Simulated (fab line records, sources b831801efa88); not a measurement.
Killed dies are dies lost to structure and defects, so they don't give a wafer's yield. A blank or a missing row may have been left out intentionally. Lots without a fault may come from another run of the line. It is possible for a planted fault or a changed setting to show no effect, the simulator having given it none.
Problem report, 8D (eight disciplines) form, completed by code :: flow sky130 :: the parts of the form that need people (team, actions taken, sign-off) are left out

## 1. PROBLEM STATEMENT
At SKY_VIA3_CMP_24, time-to-endpoint-s averages 52 s over 4 wafers from 3 lots, while fault-free wafers read 93 s, standard deviation 3. That puts it -14 standard deviations away from the usual mean.
The step: polishes, stops on SiO2, t overpolish 20 s, target thk 0 nm.
First observed at day 44 05:28: wafer L514.4, on cmp-02. The record holds 34 wafers of 12 lots with a number at this step. Rule for "out", or "out of limits": more than 4 standard deviations from the usual mean. Any other wafer with a number is counted as sound.

## 2. WHAT IT IS, WHAT IT ISN'T
question: which readings at this step
is: time-to-endpoint-s
is not: overpolish-run-s

question: which lots
is: L514, L515, L517
is not: L499, L500, L501, L502, L506, L512, L520, L521, L522

question: which wafers of those lots
is: L514.3, L514.4, L515.4, L517.4
is not: L514.2, L515.5, L517.2

question: read on which tools
is: cmp-02
is not: cmp-01

question: when
is: from day 44 05:28
is not: up to then (19 sound wafers); but 11 sound wafers of L515, L517, L520, L521, L522 came after

## 3. SUSPECTS, AND WHAT RULES EACH OUT
Counting: if a tool at a process step up to the reading ran every lot that is out, it stays a suspect. Sound lots after the first of them don't rule it out here, since some wafers of a struck lot are sound.
- cmp-02 at SKY_VIA3_CMP_24 (polishes, stops on SiO2, t overpolish 20 s, target thk 0 nm): kept. Every lot that is out went through it, the first being L514 (day 44 05:28); the last sound lot it ran before that was L506 (day 41 22:16). Out on those wafers are its own readings of time-to-endpoint-s.
The count leaves cmp-02 at SKY_VIA3_CMP_24.

## 4. THE CAUSE (what the simulator had put in)
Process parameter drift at SKY_VIA3_CMP_24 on cmp-02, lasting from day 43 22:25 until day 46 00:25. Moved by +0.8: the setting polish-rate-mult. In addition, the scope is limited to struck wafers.
After counting, this tool was the only one left.

## 5. THE EFFECT CHAIN, in route order
One row per reading whose mean, taken over the struck wafers that have a number, lies over 3 standard deviations from the usual. Scope: only readings with a usual standard deviation given in the record; hours: median across lots of the time from each lot's start at the first step in this table that gives one to its start at this step; sigmas: change in usual standard deviations.
hours: 0
step: SKY_VIA3_CMP_24
reading: time-to-endpoint-s
usual: 93 s
on struck wafers: 52
change: -42
sigmas: -14
It contains these process steps:
- SKY_VIA3_CMP_24: polishes, stops on SiO2, t overpolish 20 s, target thk 0 nm.

## 6. HOW IT WOULD HAVE BEEN CAUGHT EARLIER
7 hours passed between the start of the fault at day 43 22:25 and the first reading out of limits in this record, taken at day 44 05:28.
